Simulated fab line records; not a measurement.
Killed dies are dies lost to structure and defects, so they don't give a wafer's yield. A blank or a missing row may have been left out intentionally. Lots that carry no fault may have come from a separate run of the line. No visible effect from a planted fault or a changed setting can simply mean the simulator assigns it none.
A struck lot beside a sound one | flow sky130 | 37 out of 708 route steps
Sound: these wafers, L625.1, L625.2, L625.6. Wafers L632.1, L632.4, L632.6 were the ones struck. At the end, the cause is stated.
Order at every step that has rows: each side's tool, ch and its chambers, its first start. Under that, the readings that differ: sound wafers | struck wafers | difference of the means | sigmas: that difference in standard deviations of wafers without a fault.
alike: words and numbers the same on both sides, and readings whose means are apart by under 2 such deviations; not compared: readings that were withheld, readings missing a value for some wafer, numbers with overlapping values and no deviation given by the record, and bounds like >300 which may hide the same value.
Wherever a step has rows on one side only, a row that says differs or no value, or a row with sigmas, the two part there. When numbers do not overlap yet have no deviation, they are printed without sigmas and do not part them. A reading that every wafer of one side lacks parts them only if that side has two wafers or more.

first, 10 steps without rows for these wafers: SKY_RES_PROTECT_DEHYDRATE_00 (time 60 s); SKY_RES_PROTECT_HMDS_01 (prime time 60 s); SKY_RES_PROTECT_COAT_02 (resist thk 1140 nm); SKY_RES_PROTECT_SOFTBAKE_03 (time 60 s); SKY_RES_PROTECT_EXPOSE_04 (exposes mask RPM, target cd 1270 nm); SKY_RES_PROTECT_PEB_05; SKY_RES_PROTECT_DEVELOP_06 (develop time 60 s); SKY_POLY_GATE_IMPLANT_02; SKY_RES_PROTECT_STRIP_07 (strips in O2/N2); SKY_RES_PROTECT_CLEAN_09 (cleans in SC1/SC2, time 150 s).
SKY_POLY_GATE_CVD_03: deposits Si3N4 from DCS/NH3, target thk 75 nm, time 1290 s.
  sound on lpcvd-02 ch 0, day 15 07:52; struck on lpcvd-02 ch 0, day 18 08:30
  alike: zonePowerUpperPct
SKY_POLY_GATE_THK_MEAS_04:
  struck on filmMetro-03, day 18 09:52; sound on filmMetro-03, day 15 09:13
reading                   | sound          | struck         | difference | sigmas
POLY_GATE_CVD_03_THK (nm) | 73.6 74.8 74.0 | 66.5 66.4 65.8 | -7.9       | -11
then, 9 steps without rows for these wafers: SKY_POLY_GATE_DEHYDRATE_05 (time 60 s); SKY_POLY_GATE_HMDS_06 (prime time 60 s); SKY_POLY_GATE_COAT_07 (resist thk 110 nm); SKY_POLY_GATE_COAT_08 (resist thk 450 nm); SKY_POLY_GATE_SOFTBAKE_09 (time 90 s); SKY_POLY_GATE_EXPOSE_10 (exposes mask P1M, target cd 150 nm); SKY_POLY_GATE_PEB_11; SKY_POLY_GATE_DEVELOP_12 (develop time 60 s); SKY_POLY_GATE_ETCH_15 (etches BARC in N2/H2, stops on SiO2, time 118.5 s, target depth 110 nm).
SKY_POLY_GATE_ETCH_16: etches Si3N4 in CH3F/O2, stops on poly-Si, time 147.5 s, target depth 75 nm.
  sound on rieDiel-04 ch 0,1,2, day 16 12:52; struck on rieDiel-02 ch 0,2,3, day 19 16:44
reading             | sound             | struck            | difference | sigmas
oesProductAu (a.u.) | 0.629 0.633 0.644 | 0.609 0.603 0.605 | -0.030     | -6
  alike: drypumpMotorCurrentA, throttleValvePct
  not compared: rfHoursCounterH
then, 13 steps without rows for these wafers: SKY_POLY_GATE_ETCH_17 (etches poly-Si in HBr/Cl2, stops on SiO2, target depth 180 nm, time 70.5 s); SKY_POLY_GATE_STRIP_18 (strips in O2/N2); SKY_POLY_GATE_CLEAN_19 (cleans in SC1/SC2, time 150 s); SKY_POLY_GATE_OXIDATION_20 (stabilise 600 s, purge 300 s, target thk 4 nm); SKY_LDD_N_DEHYDRATE_00 (time 60 s); SKY_LDD_N_HMDS_01 (prime time 60 s); SKY_LDD_N_COAT_02 (resist thk 300 nm); SKY_LDD_N_SOFTBAKE_03 (time 60 s); SKY_LDD_N_EXPOSE_04 (exposes mask NTM, target cd 840 nm); SKY_LDD_N_PEB_05; SKY_LDD_N_DEVELOP_06 (develop time 60 s); SKY_LDD_N_IMPLANT_08; SKY_LDD_N_IMPLANT_09.
-- here the record skips 8 days between the struck wafers' starts before and after, leaving off in module LDD_N and picking up in module POLY_CUT (first step shown: number 318 of the route) --
SKY_POLY_CUT_ETCH_11: etches Si3N4 in CF4/CH2F2/Ar, stops on poly-Si, time 42.5 s, target depth 60 nm.
  sound on rieDiel-03 ch 0,1,3, day 25 00:50; struck on rieDiel-03 ch 0,1,2, day 27 09:58
reading             | sound             | struck            | difference | sigmas
oesProductAu (a.u.) | 0.832 0.836 0.817 | 0.772 0.773 0.758 | -0.061     | -10
  alike: drypumpMotorCurrentA, throttleValvePct
  not compared: rfHoursCounterH
-- here the record skips 21 days between the struck wafers' starts before and after, leaving off in module POLY_CUT and picking up in module PAD_OPEN (first step shown: number 708 of the route) --
SKY_PAD_OPEN_PROBE_99:
  struck on prober-02, day 48 00:55; sound on prober-01, day 46 07:01
reading                                      | sound              | struck            | difference | sigmas
model.etest.pfet_01v8.driveUaUmRimLessCentre | 0.8426 -3.51 4.469 | 9.727 12.28 12.83 | +11.012    | 
model.etest.pfet_01v8.driveUaUmRange         | 8.43 6.349 6.832   | 12.85 13.59 15.86 | +6.90      | 
  alike: killed_at_M0_to_M3, killed_at_M4_up, killedAtContacts, killedAtFrontEnd, killedAtOther, killedDies, killedOpen, killedShort
  not compared: model.etest.pfet_01v8.vtVRange

WHERE THEY PART
At SKY_POLY_GATE_THK_MEAS_04 first; at SKY_POLY_CUT_ETCH_11 last (within this record only). Later steps at which nothing parts them and some readings are alike: SKY_PAD_OPEN_PROBE_99.

WHY: what the simulator had put in
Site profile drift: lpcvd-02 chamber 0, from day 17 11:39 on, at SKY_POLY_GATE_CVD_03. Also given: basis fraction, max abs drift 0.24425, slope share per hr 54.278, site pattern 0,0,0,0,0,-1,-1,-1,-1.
